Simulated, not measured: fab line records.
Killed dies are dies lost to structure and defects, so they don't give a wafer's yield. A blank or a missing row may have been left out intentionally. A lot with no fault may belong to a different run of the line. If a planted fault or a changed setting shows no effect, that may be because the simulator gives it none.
Which of the tools did it? | flow gf180mcu | Sampling: 7 lots, 21 wafers, 2 of 602 route steps

== WHAT EACH GAUGE READ, for each wafer ==
GF_HV_LDD_TW_MEAS_50.
lot  | measured     | on            | HV_LDD_4_TW
L208 | day 13 02:40 | film-metro-03 | 573 571 569
L213 | day 14 14:11 | film-metro-01 | 503 503 505
L221 | day 17 08:24 | film-metro-04 | 571 570 569
L224 | day 18 07:19 | film-metro-04 | 569 568 569
L226 | day 18 22:44 | film-metro-04 | 568 564 568
L228 | day 19 17:38 | film-metro-03 | 570 570 571
L223 | day 21 05:23 | film-metro-01 | 573 572 572

== WHICH TOOL RAN EACH LOT (tool, then ch and the chambers of the sampled wafers, then the start) ==
lot  | GF_HV_LDD_IMPLANT_48
L208 | implanter-04 ch 0, day 13 02:25
L213 | implanter-04 ch 0, day 14 13:58
L221 | implanter-04 ch 0, day 17 08:10
L224 | implanter-04 ch 0, day 18 07:05
L226 | implanter-04 ch 0, day 18 22:29
L228 | implanter-01 ch 0, day 19 17:23
L223 | implanter-03 ch 0, day 21 05:08
- GF_HV_LDD_IMPLANT_48

== THE ANSWER, worked out from the rows above alone ==
Rule: usual is defined by the lots themselves. The widest of any qualifying gaps counts: lots, ordered by their means at a reading, are off when they make up no more than a third of the lots, leave a main group of 4 or more, and stand apart from it by 3 or more times the standard deviation of that group's means. The tables above print the reading to a certain number of digits; a main group whose means all agree to those digits is not used. Also off: a lot with no number at a reading for which 4 or more lots have one. Where the step has rows for the other lots, those lots are counted as sound.
Off: L213, at GF_HV_LDD_TW_MEAS_50 (HV_LDD_4_TW). The main group has a mean of 570 with a standard deviation of 1.8.
If a tool, at a process step before that reading, ran all the lots that are off and no sound lot after the first of them, it fits. Gauges at GF_HV_LDD_TW_MEAS_50: tried the same way as those tools. None of those tried fits.

== WHAT THE SIMULATOR HAD PUT IN ==
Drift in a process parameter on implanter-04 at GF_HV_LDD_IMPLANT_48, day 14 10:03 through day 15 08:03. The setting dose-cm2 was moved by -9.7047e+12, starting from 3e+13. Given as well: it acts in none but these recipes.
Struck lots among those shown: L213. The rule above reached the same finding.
